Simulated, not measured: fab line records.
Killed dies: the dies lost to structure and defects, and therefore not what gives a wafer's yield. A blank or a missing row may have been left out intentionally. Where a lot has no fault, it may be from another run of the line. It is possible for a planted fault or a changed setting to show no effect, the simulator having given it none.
fab line records    flow sky130
record: lots: 7  wafers: 21  lastDay: 51
route steps=708 shown VIA3@587 METAL4@598 PAD_OPEN@708
lots with no fault: from the same line, run without faults
startH: start of the lot's first displayed wafer, in hours after the record's first day    waitH: how many hours have passed since the lot's step before this one    " as in the row above    L1.1+2: several wafers, shown together as one row    - no value, or no start given    * or withheld: withheld    < > ~ a bound
route shown NAME@n: NAME is a module with steps in the file, n the number in the route of the first one    usual: the fault-free wafers' mean and standard deviation    same: alike in all rows    chamber/n: place in a boat    sites: each site's reading    _std_site: their standard deviation    _edge_site: inner sites' mean taken away from outer sites' mean    radiusMm: how far each site lies from the wafer's centre    mask NAME#n: copy n    behind: tool/chamber where the wafer was last shaped    hold: what put the lot on hold/how long, in hours/how the hold closed    device: the n, p or np transistor that did not switch    end of line: the tests these same wafers got at the end of their route    for a step that has no rows: nothing shown but its recipe    killed: dies lost to structure and defects at the first sort, not the wafer's yield    map: dies across one wafer; x = killed, . = not, _ = none there
set.NAME: setting as actually run; set.NAME@STEP: the setting as run at that earlier step    model.NAME: the simulator's own value behind a step, which no gauge read
lots seen at some steps along the route; tables by step, rows by wafer
services: a tool's chamber out of use, with start hour (startH, from the record's first day; less than 0 if before it), hours out, and reason
== steps ==
step: SKY_VIA3_ETCH_14
recipe: chemistry: N2/H2  target: BARC  ionEnergyEv: 200  sourceW: 500  biasW: 100  pressureMtorr: 30  n2FlowSccm: 100  h2FlowSccm: 200  stopOn: SiO2  timeS: 45.9  targetDepthA: 600
step: SKY_VIA3_ETCH_15
recipe: target: SiO2  chemistry: C4F8/O2/Ar  targetDepthNm: 507  stopOn: TiN  maskMaterial: KrF-thick  sourceW: 1500  biasW: 1200  pressureMtorr: 40  c4f8FlowSccm: withheld  O2_flow_sccm: 6  Ar_flow_sccm: 300  timeS: 78
step: SKY_VIA3_STRIP_16
recipe: chemistry: O2/N2  powerW: 1400  pressureMtorr: 1500  platenTempC: withheld  o2FlowSccm: 3000  n2FlowSccm: 300  overashFraction: 0.5
usual: drypumpMotorCurrentA: 5.8/0.37  n2FlowSccm: 299.9/0.94  oesProductAu: 0.402/0.0046  stripTimeToEndpointS: 4.13/0.031
lot.wafer  tool            chamber  startH   waitH  drypumpMotorCurrentA  n2FlowSccm  oesProductAu  rfHoursCounterH  stripTimeToEndpointS
L773.2     plasmaAsher-01  0        989.47   0.0    5.5                   299.0       0.402         58               4.16
L773.3     "               0        "        "      5.5                   300.2       0.397         -                4.17
L773.6     "               1        "        "      6.3                   299.9       0.402         -                4.18
L774.1     plasmaAsher-01  1        995.82   0.0    6.3                   299.7       0.409         59               4.11
L774.5     "               0        "        "      5.5                   299.0       0.399         -                4.13
L774.6     "               1        "        "      6.3                   299.9       0.401         -                4.14
L780.1     plasmaAsher-04  1        1026.47  0.0    5.3                   300.0       0.402         25               4.16
L780.2     "               0        "        "      5.9                   300.8       0.401         25               4.12
L780.6     "               0        "        "      5.9                   298.5       0.408         -                4.15
L781.4     plasmaAsher-03  1        1040.57  0.1    5.6                   300.0       0.401         -                4.16
L781.5     "               0        "        "      6.3                   299.4       0.401         -                4.15
L781.6     "               1        "        "      5.6                   299.0       0.401         -                4.10
L782.2     plasmaAsher-04  0        1045.72  0.0    5.9                   300.0       0.397         27               4.08
L782.4     "               1        "        "      5.3                   298.8       0.396         -                4.08
L782.5     "               1        "        "      5.3                   299.2       0.403         -                4.10
L785.2     plasmaAsher-04  0        1063.07  0.0    5.9                   300.1       0.409         29               4.15
L785.4     "               0        "        "      5.9                   300.1       0.408         -                4.19
L785.6     "               1        "        "      5.3                   300.0       0.406         -                4.20
L788.1     plasmaAsher-01  0        1104.57  0.0    5.5                   300.4       0.407         70               4.11
L788.4     "               0        "        "      5.5                   301.7       0.408         -                4.11
L788.6     "               1        "        "      6.2                   300.3       0.403         -                4.13
step: SKY_VIA3_STRIP_17
recipe: chemistry: postEtchResidueRemover  timeS: 1200  tempC: 72.5
step: SKY_VIA3_CLEAN_18
recipe: chemistry: IPA  timeS: 180  tempC: 25
step: SKY_VIA3_CLEAN_19
recipe: chemistry: O3/DIW  dry: n2Spin
step: SKY_VIA3_SPUTTER_20
recipe: material: TiN  targetThkNm: 20  chamberPressurePa: 5  powerW: 4000  timeS: 80
usual: chamberPressurePa: 4.999/0.0091  throttleValvePct: 30.2/1
lot.wafer  tool           chamber  startH   waitH  chamberPressurePa  throttleValvePct
L773.2     pvdSputter-01  -        990.09   0.0    4.987              29.8
L773.3     "              -        "        "      5.007              30.6
L773.6     "              -        "        "      5.014              30.6
L774.1     pvdSputter-04  -        996.50   0.0    4.999              32.5
L774.5     "              -        "        "      5.001              29.3
L774.6     "              -        "        "      4.981              30.7
L780.1     pvdSputter-01  -        1027.06  0.0    5.006              30.1
L780.2     "              -        "        "      4.995              30.5
L780.6     "              -        "        "      5.001              30.1
L781.4     pvdSputter-04  -        1041.13  0.0    5.007              29.1
L781.5     "              -        "        "      4.993              29.1
L781.6     "              -        "        "      5.009              29.3
L782.2     pvdSputter-04  -        1046.31  0.0    5.007              29.3
L782.4     "              -        "        "      5.003              29.3
L782.5     "              -        "        "      5.003              29.3
L785.2     pvdSputter-04  -        1063.67  0.0    5.006              29.2
L785.4     "              -        "        "      4.992              30.9
L785.6     "              -        "        "      4.990              29.2
L788.1     pvdSputter-04  -        1105.16  0.0    4.995              29.2
L788.4     "              -        "        "      5.002              32.4
L788.6     "              -        "        "      5.005              29.1
step: SKY_VIA3_CVD_21
recipe: material: W  targetThkNm: 390  timeS: 117.31  tempC: 400  pressureTorr: 40
usual: heaterPowerW: 841/86
lot.wafer  tool     chamber  startH   waitH  heaterPowerW
L773.2     cvdW-02  1        990.15   0.0    937
L773.3     "        0        "        "      809
L773.6     "        0        "        "      766
L774.1     cvdW-02  0        996.56   0.0    771
L774.5     "        0        "        "      794
L774.6     "        1        "        "      924
L780.1     cvdW-02  1        1027.12  0.0    973
L780.2     "        0        "        "      811
L780.6     "        1        "        "      931
L781.4     cvdW-02  0        1041.23  0.1    784
L781.5     "        0        "        "      769
L781.6     "        1        "        "      916
L782.2     cvdW-01  0        1046.37  0.0    895
L782.4     "        0        "        "      933
L782.5     "        1        "        "      739
L785.2     cvdW-02  1        1063.73  0.0    916
L785.4     "        1        "        "      948
L785.6     "        1        "        "      910
L788.1     cvdW-01  0        1105.22  0.0    916
L788.4     "        0        "        "      903
L788.6     "        1        "        "      733
step: SKY_VIA3_RS_MEAS_22
recipe: thkMeasGauge: four-point-probe  reads: W_of_VIA3_CVD_21+TiN_of_VIA3_SPUTTER_20
usual: VIA3_W_RS: 0.297/0.0032
lot.wafer  tool          chamber  startH   waitH  VIA3_W_RS[ohm/sq]
L773.2     filmMetro-03  -        990.29   0.1    0.295
L773.3     "             -        "        "      0.300
L773.6     "             -        "        "      0.299
L774.1     filmMetro-02  -        996.68   0.1    0.295
L774.5     "             -        "        "      0.296
L774.6     "             -        "        "      0.292
L780.1     filmMetro-03  -        1027.24  0.1    0.297
L780.2     "             -        "        "      0.301
L780.6     "             -        "        "      0.294
L781.4     filmMetro-02  -        1041.38  0.1    0.301
L781.5     "             -        "        "      0.300
L781.6     "             -        "        "      0.293
L782.2     filmMetro-03  -        1046.51  0.1    0.295
L782.4     "             -        "        "      0.297
L782.5     "             -        "        "      0.299
L785.2     filmMetro-02  -        1063.87  0.1    0.292
L785.4     "             -        "        "      0.295
L785.6     "             -        "        "      0.291
L788.1     filmMetro-04  -        1105.34  0.1    0.297
L788.4     "             -        "        "      0.295
L788.6     "             -        "        "      0.296
step: SKY_VIA3_THK_MEAS_23
recipe: thkMeasGauge: xrf  reads: W_of_VIA3_CVD_21
usual: VIA3_W_THK: 385/5.8
lot.wafer  tool          chamber  startH   waitH  VIA3_W_THK[nm]
L773.2     filmMetro-03  -        990.40   0.1    387
L773.3     "             -        "        "      381
L773.6     "             -        "        "      382
L774.1     filmMetro-02  -        996.80   0.1    383
L774.5     "             -        "        "      381
L774.6     "             -        "        "      384
L780.1     filmMetro-03  -        1027.36  0.1    390
L780.2     "             -        "        "      383
L780.6     "             -        "        "      397
L781.4     filmMetro-02  -        1041.47  0.1    376
L781.5     "             -        "        "      378
L781.6     "             -        "        "      387
L782.2     filmMetro-03  -        1046.62  0.1    401
L782.4     "             -        "        "      392
L782.5     "             -        "        "      394
L785.2     filmMetro-02  -        1063.98  0.1    384
L785.4     "             -        "        "      380
L785.6     "             -        "        "      386
L788.1     filmMetro-04  -        1105.46  0.1    389
L788.4     "             -        "        "      388
L788.6     "             -        "        "      390
step: SKY_VIA3_CMP_24
recipe: stopOn: SiO2  tOverpolishS: 20  downForcePsi: 3.5  platenRpm: 60  targetThkNm: 0  padVelocityMS: 0.94248
usual: motorCurrentA: 11.3/0.8  overpolishRunS: 19.999/0.0092  retainingRingPressureFrac: 1.000/0.0055  timeToEndpointS: 94/3.2
lot.wafer  tool    chamber  startH   waitH  motorCurrentA  overpolishRunS  retainingRingPressureFrac  timeToEndpointS
L773.3     cmp-02  0        990.45   0.0    10.8           19.997          0.995                      90
L773.2     "       1        "        "      12.6           19.995          1.003                      95
L773.6     "       1        "        "      12.2           20.014          0.999                      92
L774.1     cmp-02  0        996.86   0.1    11.1           20.000          0.995                      94
L774.5     "       0        "        "      11.1           19.996          1.001                      94
L774.6     "       1        "        "      12.3           20.003          1.009                      93
L780.1     cmp-01  0        1027.42  0.1    9.3            20.013          1.000                      95
L780.2     "       3        "        "      12.2           20.001          1.004                      92
L780.6     "       0        "        "      9.9            19.987          1.009                      95
L781.4     cmp-02  0        1041.60  0.1    10.8           19.993          0.995                      89
L781.6     "       2        "        "      11.2           19.993          1.006                      92
L781.5     "       3        "        "      11.7           20.015          0.994                      86
L782.4     cmp-01  1        1046.79  0.1    12.0           19.992          1.004                      100
L782.2     "       3        "        "      11.4           19.987          1.002                      96
L782.5     "       0        "        "      10.4           19.986          0.994                      94
L785.2     cmp-02  1        1064.52  0.5    13.2           19.992          1.006                      94
L785.4     "       2        "        "      12.0           19.994          1.005                      93
L785.6     "       2        "        "      11.6           20.002          1.007                      94
L788.1     cmp-02  3        1105.52  0.1    11.4           19.995          1.011                      92
L788.4     "       0        "        "      11.5           20.011          0.997                      90
L788.6     "       3        "        "      11.1           19.988          1.001                      92
step: SKY_METAL4_SPUTTER_00
recipe: material: Ti  targetThkNm: 15  powerW: 3000  timeS: 10  chamberPressurePa: 0.4
usual: chamberPressurePa: 0.4000/0.00079  throttleValvePct: 30.0/1.1
lot.wafer  tool           chamber  startH   waitH  chamberPressurePa  throttleValvePct
L773.2     pvdSputter-04  -        990.75   0.2    0.4009             29.3
L773.3     "              -        "        "      0.3994             29.2
L773.6     "              -        "        "      0.4015             29.4
L774.1     pvdSputter-02  -        997.16   0.2    0.3994             30.2
L774.5     "              -        "        "      0.3993             29.1
L774.6     "              -        "        "      0.4001             29.7
L780.1     pvdSputter-04  -        1027.72  0.2    0.3994             29.1
L780.2     "              -        "        "      0.4002             29.3
L780.6     "              -        "        "      0.3998             29.2
L781.4     pvdSputter-04  -        1041.80  0.1    0.3999             29.3
L781.5     "              -        "        "      0.3999             30.8
L781.6     "              -        "        "      0.3988             32.5
L782.2     pvdSputter-04  -        1047.04  0.1    0.4000             29.4
L782.4     "              -        "        "      0.3999             30.7
L782.5     "              -        "        "      0.3997             30.7
L785.2     pvdSputter-03  -        1064.82  0.2    0.3995             29.4
L785.4     "              -        "        "      0.3993             29.6
L785.6     "              -        "        "      0.4007             29.0
L788.1     pvdSputter-03  -        1105.82  0.2    0.4009             29.0
L788.4     "              -        "        "      0.3998             28.6
L788.6     "              -        "        "      0.3998             29.4
step: SKY_METAL4_SPUTTER_01
recipe: material: TiN  targetThkNm: 20  powerW: 6500  timeS: 16.7  chamberPressurePa: 0.4
usual: chamberPressurePa: 0.4000/0.00087  throttleValvePct: 29.9/1.1
lot.wafer  tool           chamber  startH   waitH  chamberPressurePa  throttleValvePct  model.TiN_of_METAL4_SPUTTER_01.thkNm
L773.2     pvdSputter-04  -        990.77   0.0    0.4005             28.7              19.63
L773.3     "              -        "        "      0.3988             29.3              19.83
L773.6     "              -        "        "      0.3998             29.1              19.52
L774.1     pvdSputter-02  -        997.19   0.0    0.3996             30.1              19.84
L774.5     "              -        "        "      0.4003             29.5              20
L774.6     "              -        "        "      0.4011             29.8              19.66
L780.1     pvdSputter-04  -        1027.74  0.0    0.4003             29.2              20.84
L780.2     "              -        "        "      0.4016             29.4              21.14
L780.6     "              -        "        "      0.4029             29.1              21.06
L781.4     pvdSputter-04  -        1041.82  0.0    0.4003             29.3              20.82
L781.5     "              -        "        "      0.3990             30.6              20.66
L781.6     "              -        "        "      0.4001             32.7              20.74
L782.2     pvdSputter-04  -        1047.06  0.0    0.4004             29.5              20.62
L782.4     "              -        "        "      0.3994             30.6              20.53
L782.5     "              -        "        "      0.4007             30.8              20.49
L785.2     pvdSputter-03  -        1064.85  0.0    0.3998             29.2              19.87
L785.4     "              -        "        "      0.4003             29.5              19.89
L785.6     "              -        "        "      0.4018             29.1              20.17
L788.1     pvdSputter-03  -        1105.84  0.0    0.3997             29.1              20.11
L788.4     "              -        "        "      0.4010             28.5              19.76
L788.6     "              -        "        "      0.4004             29.5              20.05
step: SKY_METAL4_SPUTTER_02
recipe: material: AlCu  targetThkNm: 735  powerW: 10600  timeS: 39.82  chamberPressurePa: 0.4
step: SKY_PAD_OPEN_PROBE_99
usual: defectLimitedYield: 82.2/2  killed_at_M0_to_M3: 43/6.4  killed_at_M4_up: 3.2/1.8  killedAtContacts: 25/5.8  killedAtFrontEnd: 16/4.1  killedAtOther: 0.2/0.47  killedDies: 88/9.9  killedOnRim: 17/4.1  killedOpen: 47/7.3  killedShort: 40/7.1  sort_bin_3_pad_short: 0.9/0.41  sort_bin_5_function: 10.6/1.6  sort_bin_6_memory: 6.3/1.2  sortNPass: 404/9.9  sortYieldPct: 82.2/2
same: grossDies: 492  killedAtBackSide: 0  sort_bin_4_leakage[%]: 0  sort_bin_8_speed[%]: 0
lot.wafer  tool       chamber  startH   waitH  defectLimitedYield[%]  killed_at_M0_to_M3  killed_at_M4_up  killedAtContacts  killedAtFrontEnd  killedAtOther  killedDies  killedOnRim  killedOpen  killedShort  sort_bin_3_pad_short[%]  sort_bin_5_function[%]  sort_bin_6_memory[%]  sortNPass  sortYieldPct[%]
L773.2     prober-01  -        1123.56  0.1    85.6                   35                  5                15                15                1              71          12           39          32           0.4                      8.9                     5.1                   421        85.6
L773.3     prober-01  -        1123.61  0.2    77.2                   52                  1                31                27                1              112         26           66          46           0.8                      13.4                    8.5                   380        77.2
L773.6     prober-01  -        1123.76  0.2    83.1                   32                  4                31                15                1              83          13           50          33           0.8                      9.3                     6.7                   409        83.1
L774.1     prober-02  -        1132.82  0.1    83.5                   39                  2                26                13                1              81          16           48          33           0.6                      11.2                    4.7                   411        83.5
L774.5     prober-02  -        1133.02  0.2    82.5                   43                  3                28                12                0              86          18           49          37           0.8                      10.8                    5.9                   406        82.5
L774.6     prober-02  -        1133.07  0.2    82.7                   43                  5                29                8                 0              85          14           45          40           1.4                      10.6                    5.3                   407        82.7
L780.1     prober-02  -        1156.46  0.1    80.5                   47                  3                31                15                0              96          20           55          39           1.0                      9.1                     9.3                   396        80.5
L780.2     prober-02  -        1156.51  0.1    81.7                   34                  6                33                17                0              90          12           42          45           1.6                      9.6                     7.1                   402        81.7
L780.6     prober-02  -        1156.71  0.2    81.3                   50                  3                23                15                1              92          15           42          50           1.4                      12.0                    5.3                   400        81.3
L781.4     prober-01  -        1168.46  0.2    83.3                   40                  5                19                16                2              82          15           46          36           0.6                      10.4                    5.7                   410        83.3
L781.5     prober-01  -        1168.51  0.2    81.9                   46                  3                23                17                0              89          12           45          43           1.0                      8.7                     8.3                   403        81.9
L781.6     prober-01  -        1168.56  0.2    82.7                   39                  1                28                15                2              85          23           39          44           0.6                      9.1                     7.5                   407        82.7
L782.2     prober-02  -        1174.03  0.1    82.5                   45                  0                25                16                0              86          19           48          35           0.6                      11.8                    5.1                   406        82.5
L782.4     prober-02  -        1174.13  0.2    79.9                   41                  2                33                23                0              99          18           56          43           0.8                      12.6                    6.7                   393        79.9
L782.5     prober-02  -        1174.18  0.2    81.9                   37                  6                26                20                0              89          17           51          38           1.2                      11.2                    5.7                   403        81.9
L785.2     prober-01  -        1185.76  0.1    83.9                   40                  5                28                6                 0              79          15           49          30           0.4                      10.4                    5.3                   413        83.9
L785.4     prober-01  -        1185.86  0.2    80.9                   44                  2                32                16                0              94          15           53          41           1.0                      12.2                    5.9                   398        80.9
L785.6     prober-01  -        1185.96  0.2    84.8                   35                  1                26                13                0              75          18           46          25           0.4                      11.2                    3.7                   417        84.8
L788.1     prober-02  -        1214.47  0.1    79.5                   54                  8                25                14                0              101         23           55          46           1.0                      11.8                    7.7                   391        79.5
L788.4     prober-02  -        1214.62  0.2    80.3                   47                  6                32                12                0              97          18           48          49           1.0                      12.0                    6.7                   395        80.3
L788.6     prober-02  -        1214.72  0.2    81.5                   43                  4                25                19                0              91          16           39          52           1.6                      9.8                     7.1                   401        81.5
killed by level:class
L773.2 VIA1:geometricParticle:open=10 CONTACT:geometricParticle:open=7 METAL1:geometricParticle:short=7 VIA3:geometricParticle:open=6 FIELD_ISO:geometricParticle:open=5 METAL4:geometricParticle:short=5 CONTACT:geometricParticle:short=4 VIA2:geometricParticle:open=4
L773.3 VIA1:geometricParticle:open=19 CONTACT:geometricParticle:open=9 LI_CONTACT:geometricParticle:open=9 VIA2:geometricParticle:open=8 CONTACT:geometricParticle:short=6 METAL2:geometricParticle:short=6 FIELD_ISO:geometricParticle:open=5 FIELD_ISO:geometricParticle:short=5
L773.6 CONTACT:geometricParticle:open=11 VIA1:geometricParticle:open=11 LI_CONTACT:geometricParticle:open=8 CONTACT:geometricParticle:short=6 FIELD_ISO:geometricParticle:open=5 VIA2:geometricParticle:open=5 VIA3:geometricParticle:open=4 POLY_GATE:geometricParticle:short=3
L774.1 CONTACT:geometricParticle:open=11 LI_CONTACT:geometricParticle:open=7 VIA1:geometricParticle:open=7 POLY_GATE:geometricParticle:open=6 METAL1:geometricParticle:short=6 VIA1:geometricParticle:short=4 VIA2:geometricParticle:open=4 FIELD_ISO:geometricParticle:short=3
L774.5 VIA1:geometricParticle:open=12 CONTACT:geometricParticle:open=11 LI_CONTACT:geometricParticle:open=9 METAL1:geometricParticle:short=8 VIA2:geometricParticle:open=8 FIELD_ISO:geometricParticle:short=6 VIA1:geometricParticle:short=6 VIA3:geometricParticle:open=5
L774.6 CONTACT:geometricParticle:open=10 VIA1:geometricParticle:open=10 METAL1:geometricParticle:short=9 CONTACT:geometricParticle:short=7 VIA3:geometricParticle:open=7 METAL2:geometricParticle:short=6 LI_CONTACT:geometricParticle:open=5 VIA2:geometricParticle:open=5
L780.1 LI_CONTACT:geometricParticle:open=11 CONTACT:geometricParticle:open=9 VIA2:geometricParticle:open=9 METAL1:geometricParticle:short=6 VIA3:geometricParticle:open=6 VIA1:geometricParticle:open=5 VIA1:geometricParticle:short=5 METAL3:geometricParticle:short=5
L780.2 VIA1:geometricParticle:open=12 CONTACT:geometricParticle:open=10 LOCAL_INTERCONNECT:geometricParticle:short=7 CONTACT:geometricParticle:short=6 METAL4:geometricParticle:short=6 FIELD_ISO:geometricParticle:open=5 LI_CONTACT:geometricParticle:open=4 VIA1:geometricParticle:short=4
L780.6 VIA1:geometricParticle:open=10 CONTACT:geometricParticle:open=10 VIA1:geometricParticle:short=8 METAL2:geometricParticle:short=8 LOCAL_INTERCONNECT:geometricParticle:short=6 VIA2:geometricParticle:open=6 VIA3:geometricParticle:short=6 VIA2:geometricParticle:short=5
L781.4 VIA1:geometricParticle:open=10 CONTACT:geometricParticle:open=7 VIA1:geometricParticle:short=6 POLY_GATE:geometricParticle:open=5 LI_CONTACT:geometricParticle:open=5 VIA3:geometricParticle:open=5 POLY_GATE:geometricParticle:short=4 VIA2:geometricParticle:open=4
L781.5 VIA1:geometricParticle:open=14 CONTACT:geometricParticle:open=8 FIELD_ISO:geometricParticle:open=6 VIA1:geometricParticle:short=6 CONTACT:geometricParticle:short=5 METAL1:geometricParticle:short=5 METAL2:geometricParticle:short=5 METAL3:geometricParticle:short=5
L781.6 VIA1:geometricParticle:open=9 LOCAL_INTERCONNECT:geometricParticle:short=7 LI_CONTACT:geometricParticle:open=6 CONTACT:geometricParticle:open=6 VIA1:geometricParticle:short=6 POLY_GATE:geometricParticle:short=5 CONTACT:geometricParticle:short=5 VIA3:geometricParticle:open=5
L782.2 CONTACT:geometricParticle:open=13 VIA1:geometricParticle:open=11 POLY_GATE:geometricParticle:open=5 METAL1:geometricParticle:short=5 LI_CONTACT:geometricParticle:open=5 VIA1:geometricParticle:short=5 VIA2:geometricParticle:open=5 VIA2:geometricParticle:short=5
L782.4 VIA1:geometricParticle:open=16 CONTACT:geometricParticle:open=12 LI_CONTACT:geometricParticle:open=8 VIA1:geometricParticle:short=6 CONTACT:geometricParticle:short=5 METAL1:geometricParticle:short=5 VIA3:geometricParticle:open=5 FIELD_ISO:geometricParticle:short=4
L782.5 VIA1:geometricParticle:open=12 CONTACT:geometricParticle:open=10 LI_CONTACT:geometricParticle:open=9 FIELD_ISO:geometricParticle:short=8 METAL1:geometricParticle:short=5 VIA3:geometricParticle:open=5 METAL4:geometricParticle:short=5 VIA2:geometricParticle:open=4
L785.2 VIA1:geometricParticle:open=11 CONTACT:geometricParticle:open=9 LI_CONTACT:geometricParticle:open=8 VIA3:geometricParticle:open=7 CONTACT:geometricParticle:short=5 LOCAL_INTERCONNECT:geometricParticle:short=4 VIA2:geometricParticle:open=4 METAL2:geometricParticle:short=3
L785.4 CONTACT:geometricParticle:open=13 VIA1:geometricParticle:open=11 LI_CONTACT:geometricParticle:open=9 POLY_GATE:geometricParticle:open=6 VIA3:geometricParticle:short=6 VIA2:geometricParticle:open=5 METAL1:geometricParticle:short=5 METAL2:geometricParticle:short=5
L785.6 CONTACT:geometricParticle:open=13 VIA1:geometricParticle:open=10 LI_CONTACT:geometricParticle:open=6 VIA3:geometricParticle:open=6 VIA2:geometricParticle:open=5 CONTACT:geometricParticle:short=4 METAL1:geometricParticle:short=4 NWELL:coatMicrobubblePrinted=4
L788.1 VIA1:geometricParticle:open=14 CONTACT:geometricParticle:open=9 CONTACT:geometricParticle:short=6 METAL1:geometricParticle:short=6 VIA2:geometricParticle:open=6 VIA3:geometricParticle:open=5 VIA1:geometricParticle:short=5 VIA3:geometricParticle:short=5
L788.4 VIA1:geometricParticle:open=10 LI_CONTACT:geometricParticle:open=9 VIA2:geometricParticle:open=7 CONTACT:geometricParticle:open=7 CONTACT:geometricParticle:short=7 VIA1:geometricParticle:short=7 VIA3:geometricParticle:open=7 LI_CONTACT:geometricParticle:short=6
L788.6 VIA1:geometricParticle:open=11 VIA1:geometricParticle:short=9 LI_CONTACT:geometricParticle:open=9 METAL1:geometricParticle:short=8 FIELD_ISO:geometricParticle:short=7 POLY_GATE:geometricParticle:short=6 LOCAL_INTERCONNECT:geometricParticle:short=5 CONTACT:geometricParticle:open=5
== services ==
tool            chamber  startH   hours  kind
pvdSputter-01   -        973.24   4.6    repair
cmp-01          -        974.27   2.0    repair
pvdSputter-03   -        977.63   3.7    repair
pvdSputter-04   -        998.61   2.4    repair
cvdW-02         -        1000.34  6.9    pm
cmp-02          -        1011.21  2.0    repair
cmp-02          -        1011.47  1.0    repair
cmp-01          -        1016.61  4.9    repair
pvdSputter-04   3        1020.50  -      consumableReplace:kit
pvdSputter-04   3        1020.50  18.0   scheduledDown
pvdSputter-04   3        1020.50  18.0   ventCycle
plasmaAsher-03  -        1021.48  0.5    repair
plasmaAsher-03  -        1026.16  1.0    repair
pvdSputter-03   3        1047.86  -      consumableReplace:kit
pvdSputter-03   3        1047.86  18.0   scheduledDown
cmp-01          -        1048.42  0.9    repair
plasmaAsher-03  -        1055.25  9.0    pm
plasmaAsher-04  -        1056.23  2.3    repair
cvdW-01         -        1062.48  0.5    repair
pvdSputter-02   -        1074.91  8.7    repair
plasmaAsher-03  -        1080.42  5.5    repair
cmp-01          -        1091.23  4.0    pm
plasmaAsher-04  -        1094.25  0.9    repair
cvdW-01         -        1095.13  6.9    pm
== key ==
firstSign none at tools or gauges
modelEffect: step: SKY_METAL4_SPUTTER_01  value: TiN_of_METAL4_SPUTTER_01.thkNm  without: 19.92  struck: 20.77
metAt SKY_METAL4_SPUTTER_01
struckWafers L780.1,L780.2,L780.6,L781.4,L781.5,L781.6,L782.2,L782.4,L782.5
onsetBetween 990.77 1027.74
alsoFits SKY_METAL4_SPUTTER_00:pvdSputter-04
fault: kind: processParameterDrift  tool: pvdSputter-04  chamber: -  onsetH: 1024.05  steps: SKY_METAL4_SPUTTER_01  channel: timeS  offset: *  shape: step  endH: 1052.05  actsIn: *  stated: *
